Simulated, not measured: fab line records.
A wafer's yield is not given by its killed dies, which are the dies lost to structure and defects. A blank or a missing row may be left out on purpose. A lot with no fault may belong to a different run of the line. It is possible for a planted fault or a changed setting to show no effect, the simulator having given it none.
Split-lot study + flow sfq-line + route with 325 steps; 5 lots, 23 wafers read

THE SPLIT ITSELF
At SFQ_TRILAYER_I7_VIA_BARC_OPEN_VIA_ETCH_260 (etches BARC in O2, target depth 125 nm, time 41.7 s), the setting time-s was moved away from the recipe's 41.7 s on 8 of the 23 wafers read, by -13.0% to +7.2%. The other wafers ran this setting at the recipe's value.

The split's own step is where the reading is taken.

THE READING
oes-product-au, in a.u., at SFQ_TRILAYER_I7_VIA_BARC_OPEN_VIA_ETCH_260 (etches BARC in O2, target depth 125 nm, time 41.7 s). Fault-free wafers of this fab line usually give 0.684 a.u., standard deviation 0.0048 a.u.

| wafer  | tool, chamber at the split | time-s as run, s | against the recipe | oes-product-au, a.u. | against lot-mates on the recipe |
|--------|----------------------------|------------------|--------------------|----------------------|---------------------------------|
| L075.3 | rie-diel-04, 2             | 41.7             | recipe             | 0.688                | -                               |
| L075.4 | rie-diel-04, 3             | 41.7             | recipe             | 0.686                | -                               |
| L075.5 | rie-diel-04, 1             | 41.7             | recipe             | 0.680                | -                               |
| L079.1 | rie-diel-03, 1             | 44.72            | +7.2%              | 0.679                | -0.008                          |
| L079.2 | rie-diel-03, 3             | 44.72            | +7.2%              | 0.671                | -0.016                          |
| L079.4 | rie-diel-03, 2             | 41.7             | recipe             | 0.687                | -                               |
| L079.5 | rie-diel-03, 1             | 41.7             | recipe             | 0.686                | -                               |
| L079.6 | rie-diel-03, 2             | 44.72            | +7.2%              | 0.678                | -0.009                          |
| L080.1 | rie-diel-04, 2             | 41.7             | recipe             | 0.682                | -                               |
| L080.2 | rie-diel-04, 0             | 41.7             | recipe             | 0.693                | -                               |
| L080.3 | rie-diel-04, 1             | 41.7             | recipe             | 0.689                | -                               |
| L080.4 | rie-diel-04, 3             | 41.7             | recipe             | 0.696                | -                               |
| L080.5 | rie-diel-04, 1             | 41.7             | recipe             | 0.682                | -                               |
| L081.1 | rie-diel-02, 3             | 36.28            | -13.0%             | 0.733                | +0.045                          |
| L081.2 | rie-diel-02, 0             | 41.7             | recipe             | 0.683                | -                               |
| L081.3 | rie-diel-02, 2             | 36.28            | -13.0%             | 0.723                | +0.035                          |
| L081.5 | rie-diel-02, 1             | 41.7             | recipe             | 0.694                | -                               |
| L081.6 | rie-diel-02, 0             | 41.7             | recipe             | 0.687                | -                               |
| L083.2 | rie-diel-04, 3             | 41.7             | recipe             | 0.684                | -                               |
| L083.3 | rie-diel-04, 0             | 37.26            | -10.6%             | 0.718                | +0.035                          |
| L083.4 | rie-diel-04, 1             | 37.26            | -10.6%             | 0.729                | +0.046                          |
| L083.5 | rie-diel-04, 0             | 41.7             | recipe             | 0.682                | -                               |
| L083.6 | rie-diel-04, 1             | 37.26            | -10.6%             | 0.722                | +0.039                          |

THE FIT
A straight line over all 23 wafers: oes-product-au changes by -0.00285 a.u. for each +1% of time-s; r = -0.94; the points scatter about the line by 0.0061 a.u.
The same after taking each lot's own level away (the mean of its wafers on the recipe; 23 wafers): -0.00293 a.u. for each +1%; r = -0.94; scatter 0.0063 a.u.
The reading moves by 0.038 a.u. for the largest change in time-s, on that fit.
From 0.6830 to 0.6884 a.u.: that is the span of the lots' own levels, equal to 1.1 times the standard deviation above.
Hence the lot-to-lot level has little effect on the slope; both slopes agree.
Check: with one of the wafers moved furthest among these (-13.0%) left out of the fit, the line predicts +0.0397 a.u. for it against its lot-mates. Against them it came out at +0.045 a.u.
Tool readings at the split's step, against how far the setting was moved: oes-product-au r = -0.94.

THESE WAFERS: OTHER SPLITS
Before the reading, these wafers also passed through other splits. Each is held against what the fit with the lots' levels taken away leaves over:
| other split on the same wafers               | wafers away from the commonest value | r with oes-product-au (lot level and that fit taken away) |
|----------------------------------------------|--------------------------------------|-----------------------------------------------------------|
| SFQ_TRILAYER_I6_DEP_PECVD_165 time-s         | 7                                    | +0.42                                                     |
| SFQ_TRILAYER_I6_VIA_LITHO_EXPOSE_170 dose-mj | 8                                    | -0.06                                                     |
| SFQ_TRILAYER_M7_DEP_SPUTTER_175 time-s       | 5                                    | +0.14                                                     |
| SFQ_TRILAYER_M7_LITHO_COAT_182 spin-rpm      | 5                                    | -0.30                                                     |
| SFQ_TRILAYER_I7_DEP_PECVD_183 time-s         | 7                                    | -0.15                                                     |

THE WHOLE CHAIN: every reading that the file lists as answering this split, in the file's order
| step                                       | what it does                                          | reading                                                                                       | change (the file's fit)                   | r (the file's) |
|--------------------------------------------|-------------------------------------------------------|-----------------------------------------------------------------------------------------------|-------------------------------------------|----------------|
| SFQ_TRILAYER_I7_VIA_BARC_OPEN_VIA_ETCH_260 | etches BARC in O2, target depth 125 nm, time 41.7 s   | oes-product-au                                                                                | -0.00306 a.u. for each +1% of the setting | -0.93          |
| SFQ_TRILAYER_I7_VIA_BARC_OPEN_VIA_ETCH_260 | etches BARC in O2, target depth 125 nm, time 41.7 s   | KrF_of_TRILAYER_I7_VIA_LITHO_COAT_187.thk-nm (the simulator's own value, which no gauge read) | -0.49 nm for each +1% of the setting      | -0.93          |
| SFQ_TRILAYER_I7_VIA_ETCH_VIA_ETCH_190      | etches SiO2 in CHF3, stops on Nb, target depth 260 nm | KrF_of_TRILAYER_I7_VIA_LITHO_COAT_187.thk-nm (the simulator's own value, which no gauge read) | -0.468 nm for each +1% of the setting     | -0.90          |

FILE'S OWN FIT
oes-product-au changes by -0.00306 a.u. for each +1% of time-s, r = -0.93.
